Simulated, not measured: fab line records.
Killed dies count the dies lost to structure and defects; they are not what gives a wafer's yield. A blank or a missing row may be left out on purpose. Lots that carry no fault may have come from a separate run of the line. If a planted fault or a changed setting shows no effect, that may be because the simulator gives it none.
What tool caused it? || flow gf180mcu || 45 wafers sampled from 15 lots at 1 step of a route of 602

== WHAT EACH GAUGE READ, for each wafer ==
GF_M1_CD_MEAS_14 targets a cd of 230 nm. Usual: cd nm reads 230.1 nm (standard deviation 1).
{"lot": "L527", "measured": "day 17 03:51", "on": "cd sem-01", "cd nm (nm)": "231.5 230.7 230.1", "flag": ""}
{"lot": "L528", "measured": "day 17 13:29", "on": "cd sem-01", "cd nm (nm)": "229.7 230.3 229.0", "flag": ""}
{"lot": "L529", "measured": "day 17 19:36", "on": "cd sem-01", "cd nm (nm)": "230.1 230.2 230.0", "flag": ""}
{"lot": "L531", "measured": "day 18 19:18", "on": "cd sem-01", "cd nm (nm)": "228.8 229.3 230.1", "flag": ""}
{"lot": "L532", "measured": "day 19 08:23", "on": "cd sem-02", "cd nm (nm)": "230.8 229.9 230.0", "flag": ""}
{"lot": "L535", "measured": "day 20 04:34", "on": "cd sem-01", "cd nm (nm)": "231.3 231.4 230.6", "flag": ""}
{"lot": "L536", "measured": "day 20 18:30", "on": "cd sem-02", "cd nm (nm)": "229.3 230.2 230.2", "flag": ""}
{"lot": "L537", "measured": "day 21 03:46", "on": "cd sem-02", "cd nm (nm)": "230.2 230.3 229.7", "flag": ""}
{"lot": "L538", "measured": "day 21 13:49", "on": "cd sem-02", "cd nm (nm)": "230.6 229.4 230.4", "flag": ""}
{"lot": "L543", "measured": "day 23 01:38", "on": "cd sem-02", "cd nm (nm)": "229.3 229.4 229.7", "flag": ""}
{"lot": "L545", "measured": "day 23 14:32", "on": "cd sem-01", "cd nm (nm)": "230.1 229.6 230.6", "flag": ""}
{"lot": "L546", "measured": "day 24 05:00", "on": "cd sem-02", "cd nm (nm)": "228.9 229.1 228.9", "flag": ""}
{"lot": "L547", "measured": "day 24 09:16", "on": "cd sem-02", "cd nm (nm)": "227.6 228.6 227.4", "flag": ""}
{"lot": "L548", "measured": "day 24 16:29", "on": "cd sem-01", "cd nm (nm)": "229.8 229.5 230.8", "flag": ""}
{"lot": "L549", "measured": "day 24 22:32", "on": "cd sem-02", "cd nm (nm)": "229.7 231.1 231.1", "flag": ""}

== TOOL THAT RAN EACH LOT (tool first, then ch and the chambers of the sampled wafers, then the start) ==
The record holds no process step before these readings.

== WHAT THE TOOLS THEMSELVES READ (means of the sampled wafers that have a number; where no wafer has one, the mark that the record gives instead) ==
The record holds no such reading with a usual standard deviation.

== THE ANSWER, worked out from the rows above alone ==
Rule: a lot counts as off when the mean over its wafers that have a number is more than 3 standard deviations away from the usual mean. Also off: a lot with no number at a reading for which 4 or more lots have one. All remaining lots with rows at the step are treated as sound. The gauges are gone through in route order, then the tools' own readings, and for those a lot's mean is taken as printed above. At the first step where some lot is off, the reading lying furthest off is the one used; lots without a number count as furthest.
No lot is off on any of the readings shown, so nothing can be concluded from this.

== WHAT WAS PUT IN BY THE SIMULATOR ==
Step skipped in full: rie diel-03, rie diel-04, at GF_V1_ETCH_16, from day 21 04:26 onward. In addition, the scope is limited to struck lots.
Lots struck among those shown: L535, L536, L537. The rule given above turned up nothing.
